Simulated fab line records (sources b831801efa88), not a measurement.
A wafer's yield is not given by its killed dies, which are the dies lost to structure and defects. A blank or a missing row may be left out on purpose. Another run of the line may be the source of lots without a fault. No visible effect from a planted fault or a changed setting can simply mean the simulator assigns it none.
Split-lot experiment ; flow gf180mcu ; 23 wafers read across 5 lots, on a route 602 steps long

== ABOUT THE SPLIT ==
At GF_DNWELL_IMPLANT_07, the setting dose cm2 was moved away from the recipe's 1e+13 on 9 of the 23 wafers read, by -7.4% to +3.6%. For the rest of the wafers, this setting stayed at what the recipe calls for.

== THE PATH FROM SPLIT TO READING: the file shows 1 step between them ==
- GF_DNWELL_STRIP_08: strips in O2/N2

== THE READING ==
DNWELL_TW, at GF_DNWELL_TW_MEAS_09. On this fab line, fault-free wafers typically give 1348 with a standard deviation of 13.

wafer;tool, chamber at the split;dose cm2 as run;against the recipe;DNWELL_TW;against lot-mates on the recipe
L077.2;implanter-04, 0;1e+13;recipe;1336;-
L077.3;implanter-04, 0;1e+13;recipe;1338;-
L077.4;implanter-04, 0;9.657e+12;-3.4%;1320;-18
L077.5;implanter-04, 0;9.657e+12;-3.4%;1327;-11
L077.6;implanter-04, 0;1e+13;recipe;1340;-
L076.1;implanter-01, 0;1e+13;recipe;1356;-
L076.2;implanter-01, 0;1e+13;recipe;1350;-
L076.3;implanter-01, 0;9.745e+12;-2.5%;1336;-16
L076.5;implanter-01, 0;1e+13;recipe;1350;-
L076.6;implanter-01, 0;9.745e+12;-2.5%;1339;-13
L081.2;implanter-03, 0;1e+13;recipe;1371;-
L081.3;implanter-03, 0;1e+13;recipe;1365;-
L081.4;implanter-03, 0;1e+13;recipe;1362;-
L080.2;implanter-04, 0;1.036e+13;+3.6%;1380;+16
L080.3;implanter-04, 0;1e+13;recipe;1367;-
L080.4;implanter-04, 0;1e+13;recipe;1363;-
L080.5;implanter-04, 0;1.036e+13;+3.6%;1379;+15
L080.6;implanter-04, 0;1e+13;recipe;1361;-
L083.2;implanter-04, 0;1e+13;recipe;1352;-
L083.3;implanter-04, 0;9.263e+12;-7.4%;1317;-38
L083.4;implanter-04, 0;9.263e+12;-7.4%;1318;-38
L083.5;implanter-04, 0;1e+13;recipe;1359;-
L083.6;implanter-04, 0;9.263e+12;-7.4%;1314;-42

THE FIT
A straight line over all 23 wafers: DNWELL_TW changes by +5.9 for each +1% of dose cm2; r = +0.88; the points scatter about the line by 9.7.
The same after taking each lot's own level away (the mean of its wafers on the recipe; 23 wafers): +5.08 for each +1%; r = +0.98; scatter 3.1.
Per that fit: largest dose cm2 move, reading shift of 37.
From 1338.0 to 1366.0: that is the span of the lots' own levels, equal to 2.2 times the standard deviation above.
In other words, the slope is changed by the lot-to-lot level; the two fits disagree.
Check: -37.5 against its lot-mates is what the line predicts for one of the wafers moved furthest among these (-7.4%) when that wafer is left out of the fit. It came out at -38.5 against them.

== THESE WAFERS: OTHER SPLITS ==
These wafers also went through other splits before the reading. Each is held against what the fit with the lots' levels taken away leaves over:
other split on the same wafers;wafers away from the commonest value;r with DNWELL_TW (lot level and that fit taken away)
GF_STI_OXIDATION_01 ox time s;10;-0.25

== FILE'S OWN FIT ==
DNWELL_TW changes by +5.01 for each +1% of dose cm2, r = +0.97.
